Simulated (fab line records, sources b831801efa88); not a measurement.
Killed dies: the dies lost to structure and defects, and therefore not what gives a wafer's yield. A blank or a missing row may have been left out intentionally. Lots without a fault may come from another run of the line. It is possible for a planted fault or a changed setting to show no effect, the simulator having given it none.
8D (eight disciplines) problem report, filled in by code :: flow sky130 :: the parts of the form that need people (team, actions taken, sign-off) are left out

## 1. THE ISSUE
Mean of overpolish_run_s at SKY_VIA3_CMP_24: 0.038 s across 3 wafers in 3 lots; on wafers with no fault it is 19.998 s (standard deviation 0.0087). So: -99 or more standard deviations from the usual mean.
The step: polishes, stops on SiO2, t overpolish 20 s, target thk 0 nm.
First seen on wafer L832.6, day 44 15:48, on cmp-01. The record holds 36 wafers of 13 lots with a number at this step. The rule behind "out" and "out of limits": a value lying over 4 standard deviations away from the usual mean. The rest of the wafers with a number are treated as sound.

## 2. WHAT IT IS AND WHAT IT IS NOT
question: which readings at this step
is: overpolish_run_s, time_to_endpoint_s
is not: motor_current_A

question: which lots
is: L832, L833, L835
is not: L815, L817, L819, L820, L821, L822, L824, L826, L837, L838

question: which wafers of those lots
is: L832.6, L833.6, L835.1
is not: L832.4, L833.4, L835.3

question: read on which tools
is: cmp-01
is not: cmp-02

question: when
is: from day 44 15:48
is not: up to then (25 sound wafers); but 8 sound wafers of L833, L835, L837, L838 came after

## 3. SUSPECTS, AND WHAT RULES EACH OUT
Counting: if a tool at a process step up to the reading ran every lot that is out, it stays a suspect. Sound lots after the first of them don't rule it out here, since some wafers of a struck lot are sound.
- cmp-01 at SKY_VIA3_CMP_24 (polishes, stops on SiO2, t overpolish 20 s, target thk 0 nm): kept. It processed each lot that is out (first: L832, day 44 15:48); up to then, its last sound lot is L826 (day 43 02:33). Its own overpolish_run_s, time_to_endpoint_s readings are out on those wafers.
Remaining after the count: cmp-01 at SKY_VIA3_CMP_24.

## 4. THE CAUSE (what the simulator had put in)
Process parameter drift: cmp-01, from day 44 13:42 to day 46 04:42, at SKY_VIA3_CMP_24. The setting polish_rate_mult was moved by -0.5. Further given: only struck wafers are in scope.
Counting left only this tool.

## 5. THE EFFECT CHAIN, in route order
Each row: a reading where the mean over the struck wafers with a number is more than 3 standard deviations away from the usual. Scope: only readings with a usual standard deviation given in the record; hours: median across lots of the time from each lot's start at the first step in this table that gives one to its start at this step; sigmas: change in usual standard deviations.
hours: 0
step: SKY_VIA3_CMP_24
reading: overpolish_run_s
usual: 19.998 s
on struck wafers: 0.038
change: -19.960
sigmas: -99 or more

hours: 0
step: SKY_VIA3_CMP_24
reading: time_to_endpoint_s
usual: 96 s
on struck wafers: 147
change: +51
sigmas: +11

hours: 123
step: SKY_PAD_OPEN_PROBE_99
reading: defect_limited_yield
usual: 82.9 %
on struck wafers: 0.0
change: -82.9
sigmas: -49

hours: 123
step: SKY_PAD_OPEN_PROBE_99
reading: killed_at_M0_to_M3
usual: 42
on struck wafers: 449
change: +407
sigmas: +67

hours: 123
step: SKY_PAD_OPEN_PROBE_99
reading: killed_dies
usual: 84
on struck wafers: 492
change: +408
sigmas: +48

hours: 123
step: SKY_PAD_OPEN_PROBE_99
reading: killed_on_rim
usual: 16
on struck wafers: 96
change: +80
sigmas: +21

hours: 123
step: SKY_PAD_OPEN_PROBE_99
reading: sort_bin_3_pad_short
usual: 0.8 %
on struck wafers: 83.3
change: +82.5
sigmas: +99 or more

hours: 123
step: SKY_PAD_OPEN_PROBE_99
reading: sort_n_pass
usual: 408
on struck wafers: 0
change: -408
sigmas: -48

hours: 123
step: SKY_PAD_OPEN_PROBE_99
reading: sort_yield_pct
usual: 82.9 %
on struck wafers: 0.0
change: -82.9
sigmas: -49
Here are the process steps it includes:
- SKY_VIA3_CMP_24: polishes, stops on SiO2, t overpolish 20 s, target thk 0 nm.
- SKY_PAD_OPEN_PROBE_99

## 6. WHAT WOULD HAVE CAUGHT IT SOONER
In this record the first reading out of limits was taken at day 44 15:48, 2 hours after the fault began at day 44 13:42.
